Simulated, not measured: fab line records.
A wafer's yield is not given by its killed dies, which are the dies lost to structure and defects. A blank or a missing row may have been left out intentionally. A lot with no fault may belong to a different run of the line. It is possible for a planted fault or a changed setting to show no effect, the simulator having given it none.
What tool caused it? / flow gf180mcu / 14 lots with 42 wafers sampled at 4 steps, on a route of 602 steps

== WHAT THE GAUGES READ, wafer by wafer ==
Not one reading of a measure or inspect step in the record can be checked against a usual standard deviation.

== EACH LOT AND THE TOOL THAT RAN IT (in order: tool; ch and the chambers of the sampled wafers; start) ==
lot=L780; GF_M4_SPUTTER_02=pvdSputter-04, day 22 15:35; GF_M4_METAL_ETCH_16=rieMetal-02 ch 0,1, day 23 15:06; GF_V4_CMP_04=cmp-02 ch 0,1,3, day 23 16:02; GF_V4_SPUTTER_22=pvdSputter-03, day 24 15:47
lot=L781; GF_M4_SPUTTER_02=pvdSputter-02, day 23 02:54; GF_M4_METAL_ETCH_16=rieMetal-03 ch 0, day 24 01:48; GF_V4_CMP_04=cmp-02 ch 0,1,3, day 24 02:54; GF_V4_SPUTTER_22=pvdSputter-03, day 25 02:25
lot=L782; GF_M4_SPUTTER_02=pvdSputter-01, day 23 09:43; GF_M4_METAL_ETCH_16=rieMetal-04 ch 0,1, day 24 07:51; GF_V4_CMP_04=cmp-02 ch 1,2,3, day 24 08:46; GF_V4_SPUTTER_22=pvdSputter-04, day 25 07:50
lot=L783; GF_M4_SPUTTER_02=pvdSputter-02, day 23 21:27; GF_M4_METAL_ETCH_16=rieMetal-03 ch 0,1, day 24 19:55; GF_V4_CMP_04=cmp-01 ch 0,1,2, day 24 21:12; GF_V4_SPUTTER_22=pvdSputter-03, day 25 20:20
lot=L784; GF_M4_SPUTTER_02=pvdSputter-04, day 24 08:04; GF_M4_METAL_ETCH_16=rieMetal-02 ch 0,1, day 25 05:48; GF_V4_CMP_04=cmp-02 ch 0,1,3, day 25 06:47; GF_V4_SPUTTER_22=pvdSputter-01, day 26 04:22
lot=L786; GF_M4_SPUTTER_02=pvdSputter-04, day 25 00:32; GF_M4_METAL_ETCH_16=rieMetal-03 ch 1, day 25 21:55; GF_V4_CMP_04=cmp-02 ch 0,1, day 25 22:58; GF_V4_SPUTTER_22=pvdSputter-01, day 26 20:54
lot=L788; GF_M4_SPUTTER_02=pvdSputter-02, day 25 17:13; GF_M4_METAL_ETCH_16=rieMetal-04 ch 0,1, day 26 14:53; GF_V4_CMP_04=cmp-02 ch 0,3, day 26 15:51; GF_V4_SPUTTER_22=pvdSputter-01, day 27 13:20
lot=L790; GF_M4_SPUTTER_02=pvdSputter-02, day 26 08:41; GF_M4_METAL_ETCH_16=rieMetal-02 ch 0, day 27 05:49; GF_V4_CMP_04=cmp-02 ch 0,2,3, day 27 06:43; GF_V4_SPUTTER_22=pvdSputter-03, day 28 04:32
lot=L797; GF_M4_SPUTTER_02=pvdSputter-04, day 28 16:30; GF_M4_METAL_ETCH_16=rieMetal-03 ch 0,1, day 29 11:43; GF_V4_CMP_04=cmp-02 ch 0,1,2, day 29 12:43; GF_V4_SPUTTER_22=pvdSputter-03, day 30 08:20
lot=L798; GF_M4_SPUTTER_02=pvdSputter-01, day 28 16:53; GF_M4_METAL_ETCH_16=rieMetal-04 ch 1, day 29 12:06; GF_V4_CMP_04=cmp-01 ch 0,1,2, day 29 13:07; GF_V4_SPUTTER_22=pvdSputter-04, day 30 08:35
lot=L799; GF_M4_SPUTTER_02=pvdSputter-04, day 29 00:59; GF_M4_METAL_ETCH_16=rieMetal-02 ch 0,1, day 29 19:55; GF_V4_CMP_04=cmp-02 ch 1,2,3, day 29 20:55; GF_V4_SPUTTER_22=pvdSputter-01, day 30 16:22
lot=L800; GF_M4_SPUTTER_02=pvdSputter-02, day 29 07:39; GF_M4_METAL_ETCH_16=rieMetal-04 ch 0,1, day 30 03:06; GF_V4_CMP_04=cmp-01 ch 0,1, day 30 04:02; GF_V4_SPUTTER_22=pvdSputter-01, day 30 23:10
lot=L801; GF_M4_SPUTTER_02=pvdSputter-04, day 29 15:56; GF_M4_METAL_ETCH_16=rieMetal-04 ch 0,1, day 30 10:18; GF_V4_CMP_04=cmp-02 ch 1,2,3, day 30 11:26; GF_V4_SPUTTER_22=pvdSputter-03, day 31 06:26
lot=L802; GF_M4_SPUTTER_02=pvdSputter-01, day 29 23:10; GF_M4_METAL_ETCH_16=rieMetal-02 ch 0,1, day 30 17:13; GF_V4_CMP_04=cmp-01 ch 0,2,3, day 30 18:08; GF_V4_SPUTTER_22=pvdSputter-04, day 31 13:14
- GF_M4_SPUTTER_02: material AlCu, target thk 450 nm, time 23.9 s.
- GF_M4_METAL_ETCH_16: etches the open film in Cl2/BCl3, stops on SiO2, target depth 627.5 nm, time 104.6 s.
- GF_V4_CMP_04: polishes SiO2.
- GF_V4_SPUTTER_22: material TiN, target thk 10 nm, time 40 s.

== AS READ BY THE TOOLS THEMSELVES (means over the sampled wafers that have a number; for cases with no such wafer, the mark the record gives instead) ==
GF_M4_SPUTTER_02. Usual: cathodeDcPowerW 10600 W, standard deviation 2.1; chamberPressurePa 0.4000 Pa, standard deviation 0.00067; throttleValvePct 29.6 %, standard deviation 1.1.
lot=L780; tool=pvdSputter-04; cathodeDcPowerW (W)=10599; chamberPressurePa (Pa)=0.4007; throttleValvePct (%)=29.3; flag=
lot=L781; tool=pvdSputter-02; cathodeDcPowerW (W)=10600; chamberPressurePa (Pa)=0.3998; throttleValvePct (%)=30.4; flag=
lot=L782; tool=pvdSputter-01; cathodeDcPowerW (W)=10599; chamberPressurePa (Pa)=0.4003; throttleValvePct (%)=30.3; flag=
lot=L783; tool=pvdSputter-02; cathodeDcPowerW (W)=10598; chamberPressurePa (Pa)=0.3999; throttleValvePct (%)=29.9; flag=
lot=L784; tool=pvdSputter-04; cathodeDcPowerW (W)=10600; chamberPressurePa (Pa)=0.4005; throttleValvePct (%)=28.8; flag=
lot=L786; tool=pvdSputter-04; cathodeDcPowerW (W)=10601; chamberPressurePa (Pa)=0.4000; throttleValvePct (%)=29.9; flag=
lot=L788; tool=pvdSputter-02; cathodeDcPowerW (W)=10600; chamberPressurePa (Pa)=0.3995; throttleValvePct (%)=31.0; flag=
lot=L790; tool=pvdSputter-02; cathodeDcPowerW (W)=10600; chamberPressurePa (Pa)=0.4004; throttleValvePct (%)=30.4; flag=
lot=L797; tool=pvdSputter-04; cathodeDcPowerW (W)=10598; chamberPressurePa (Pa)=0.3998; throttleValvePct (%)=28.9; flag=
lot=L798; tool=pvdSputter-01; cathodeDcPowerW (W)=10600; chamberPressurePa (Pa)=0.3999; throttleValvePct (%)=30.8; flag=
lot=L799; tool=pvdSputter-04; cathodeDcPowerW (W)=10601; chamberPressurePa (Pa)=0.3997; throttleValvePct (%)=28.7; flag=
lot=L800; tool=pvdSputter-02; cathodeDcPowerW (W)=10601; chamberPressurePa (Pa)=0.4001; throttleValvePct (%)=30.3; flag=
lot=L801; tool=pvdSputter-04; cathodeDcPowerW (W)=10601; chamberPressurePa (Pa)=0.4002; throttleValvePct (%)=28.6; flag=
lot=L802; tool=pvdSputter-01; cathodeDcPowerW (W)=10601; chamberPressurePa (Pa)=0.4002; throttleValvePct (%)=29.6; flag=

GF_M4_METAL_ETCH_16. Usual: drypumpMotorCurrentA 5.8 A, standard deviation 0.53; mfcCl2Sccm 79.99 sccm, standard deviation 0.25; oesProductAu 0.971 a.u., standard deviation 0.0059; throttleValvePct 28.250 %, standard deviation 0.0099.
lot=L780; tool=rieMetal-02; drypumpMotorCurrentA (A)=5.6; mfcCl2Sccm (sccm)=79.82; oesProductAu (a.u.)=0.969; throttleValvePct (%)=28.259; flag=
lot=L781; tool=rieMetal-03; drypumpMotorCurrentA (A)=6.0; mfcCl2Sccm (sccm)=80.15; oesProductAu (a.u.)=0.967; throttleValvePct (%)=28.261; flag=
lot=L782; tool=rieMetal-04; drypumpMotorCurrentA (A)=5.5; mfcCl2Sccm (sccm)=79.95; oesProductAu (a.u.)=0.964; throttleValvePct (%)=28.257; flag=
lot=L783; tool=rieMetal-03; drypumpMotorCurrentA (A)=6.0; mfcCl2Sccm (sccm)=79.90; oesProductAu (a.u.)=0.971; throttleValvePct (%)=28.256; flag=
lot=L784; tool=rieMetal-02; drypumpMotorCurrentA (A)=5.5; mfcCl2Sccm (sccm)=79.85; oesProductAu (a.u.)=0.970; throttleValvePct (%)=28.257; flag=
lot=L786; tool=rieMetal-03; drypumpMotorCurrentA (A)=6.2; mfcCl2Sccm (sccm)=79.81; oesProductAu (a.u.)=0.971; throttleValvePct (%)=28.253; flag=
lot=L788; tool=rieMetal-04; drypumpMotorCurrentA (A)=5.5; mfcCl2Sccm (sccm)=79.73; oesProductAu (a.u.)=0.972; throttleValvePct (%)=28.247; flag=
lot=L790; tool=rieMetal-02; drypumpMotorCurrentA (A)=6.3; mfcCl2Sccm (sccm)=79.91; oesProductAu (a.u.)=0.979; throttleValvePct (%)=28.243; flag=
lot=L797; tool=rieMetal-03; drypumpMotorCurrentA (A)=6.1; mfcCl2Sccm (sccm)=80.17; oesProductAu (a.u.)=0.968; throttleValvePct (%)=28.250; flag=
lot=L798; tool=rieMetal-04; drypumpMotorCurrentA (A)=5.1; mfcCl2Sccm (sccm)=80.12; oesProductAu (a.u.)=0.965; throttleValvePct (%)=28.252; flag=
lot=L799; tool=rieMetal-02; drypumpMotorCurrentA (A)=5.6; mfcCl2Sccm (sccm)=80.28; oesProductAu (a.u.)=0.971; throttleValvePct (%)=28.248; flag=
lot=L800; tool=rieMetal-04; drypumpMotorCurrentA (A)=5.9; mfcCl2Sccm (sccm)=80.11; oesProductAu (a.u.)=0.977; throttleValvePct (%)=28.255; flag=
lot=L801; tool=rieMetal-04; drypumpMotorCurrentA (A)=6.0; mfcCl2Sccm (sccm)=79.95; oesProductAu (a.u.)=0.976; throttleValvePct (%)=28.241; flag=
lot=L802; tool=rieMetal-02; drypumpMotorCurrentA (A)=5.9; mfcCl2Sccm (sccm)=80.00; oesProductAu (a.u.)=0.968; throttleValvePct (%)=28.251; flag=

GF_V4_CMP_04. Usual: motorCurrentA 12.1 A, standard deviation 1.2; timeToEndpointS 82 s, standard deviation 4.8.
lot=L780; tool=cmp-02; motorCurrentA (A)=11.5; timeToEndpointS (s)=81; flag=
lot=L781; tool=cmp-02; motorCurrentA (A)=11.7; timeToEndpointS (s)=78; flag=
lot=L782; tool=cmp-02; motorCurrentA (A)=13.0; timeToEndpointS (s)=84; flag=
lot=L783; tool=cmp-01; motorCurrentA (A)=11.7; timeToEndpointS (s)=80; flag=
lot=L784; tool=cmp-02; motorCurrentA (A)=11.4; timeToEndpointS (s)=80; flag=
lot=L786; tool=cmp-02; motorCurrentA (A)=11.3; timeToEndpointS (s)=76; flag=
lot=L788; tool=cmp-02; motorCurrentA (A)=10.8; timeToEndpointS (s)=84; flag=
lot=L790; tool=cmp-02; motorCurrentA (A)=11.8; timeToEndpointS (s)=83; flag=
lot=L797; tool=cmp-02; motorCurrentA (A)=11.8; timeToEndpointS (s)=84; flag=
lot=L798; tool=cmp-01; motorCurrentA (A)=12.0; timeToEndpointS (s)=82; flag=
lot=L799; tool=cmp-02; motorCurrentA (A)=12.4; timeToEndpointS (s)=78; flag=
lot=L800; tool=cmp-01; motorCurrentA (A)=12.6; timeToEndpointS (s)=88; flag=
lot=L801; tool=cmp-02; motorCurrentA (A)=12.4; timeToEndpointS (s)=91; flag=
lot=L802; tool=cmp-01; motorCurrentA (A)=13.0; timeToEndpointS (s)=80; flag=

GF_V4_SPUTTER_22. Usual: cathodeDcPowerW 4000.0 W, standard deviation 0.77; chamberPressurePa 5.000 Pa, standard deviation 0.0098; throttleValvePct 29.9 %, standard deviation 1.
lot=L780; tool=pvdSputter-03; cathodeDcPowerW (W)=3999.2; chamberPressurePa (Pa)=4.998; throttleValvePct (%)=30.8; flag=
lot=L781; tool=pvdSputter-03; cathodeDcPowerW (W)=3999.8; chamberPressurePa (Pa)=4.995; throttleValvePct (%)=29.8; flag=
lot=L782; tool=pvdSputter-04; cathodeDcPowerW (W)=3999.1; chamberPressurePa (Pa)=5.001; throttleValvePct (%)=29.0; flag=
lot=L783; tool=pvdSputter-03; cathodeDcPowerW (W)=4000.6; chamberPressurePa (Pa)=5.004; throttleValvePct (%)=30.2; flag=
lot=L784; tool=pvdSputter-01; cathodeDcPowerW (W)=4000.0; chamberPressurePa (Pa)=5.009; throttleValvePct (%)=29.9; flag=
lot=L786; tool=pvdSputter-01; cathodeDcPowerW (W)=3999.2; chamberPressurePa (Pa)=5.002; throttleValvePct (%)=29.6; flag=
lot=L788; tool=pvdSputter-01; cathodeDcPowerW (W)=3999.6; chamberPressurePa (Pa)=5.002; throttleValvePct (%)=30.3; flag=
lot=L790; tool=pvdSputter-03; cathodeDcPowerW (W)=3999.7; chamberPressurePa (Pa)=4.996; throttleValvePct (%)=30.2; flag=
lot=L797; tool=pvdSputter-03; cathodeDcPowerW (W)=-; chamberPressurePa (Pa)=-; throttleValvePct (%)=-; flag=OFF
lot=L798; tool=pvdSputter-04; cathodeDcPowerW (W)=-; chamberPressurePa (Pa)=-; throttleValvePct (%)=-; flag=OFF
lot=L799; tool=pvdSputter-01; cathodeDcPowerW (W)=3999.7; chamberPressurePa (Pa)=5.011; throttleValvePct (%)=29.7; flag=
lot=L800; tool=pvdSputter-01; cathodeDcPowerW (W)=4000.1; chamberPressurePa (Pa)=4.998; throttleValvePct (%)=30.1; flag=
lot=L801; tool=pvdSputter-03; cathodeDcPowerW (W)=3999.6; chamberPressurePa (Pa)=5.005; throttleValvePct (%)=31.2; flag=
lot=L802; tool=pvdSputter-04; cathodeDcPowerW (W)=3999.3; chamberPressurePa (Pa)=5.000; throttleValvePct (%)=29.7; flag=

== THE ANSWER, worked out from the rows above alone ==
Rule: take the mean of a lot's wafers that have a number; if it is more than 3 standard deviations from the usual mean, the lot is off. Also off: a lot with no number at a reading for which 4 or more lots have one. The other lots that the step has rows for count as sound. First the gauges in route order, then the tools' own readings, where a lot's mean is used as printed above. The first step at which some lot is off is used, and at that step the reading that is off furthest; a lot without a number counts as furthest.
Off: L797, L798 (GF_V4_SPUTTER_22, cathodeDcPowerW). Without a number there: L797, L798.
If a tool, at that step or one of the process steps before it, ran each lot that is off and ran no sound lot following the first of them, it fits. No candidate that was tried fits.

== WHAT HAD BEEN PUT IN BY THE SIMULATOR ==
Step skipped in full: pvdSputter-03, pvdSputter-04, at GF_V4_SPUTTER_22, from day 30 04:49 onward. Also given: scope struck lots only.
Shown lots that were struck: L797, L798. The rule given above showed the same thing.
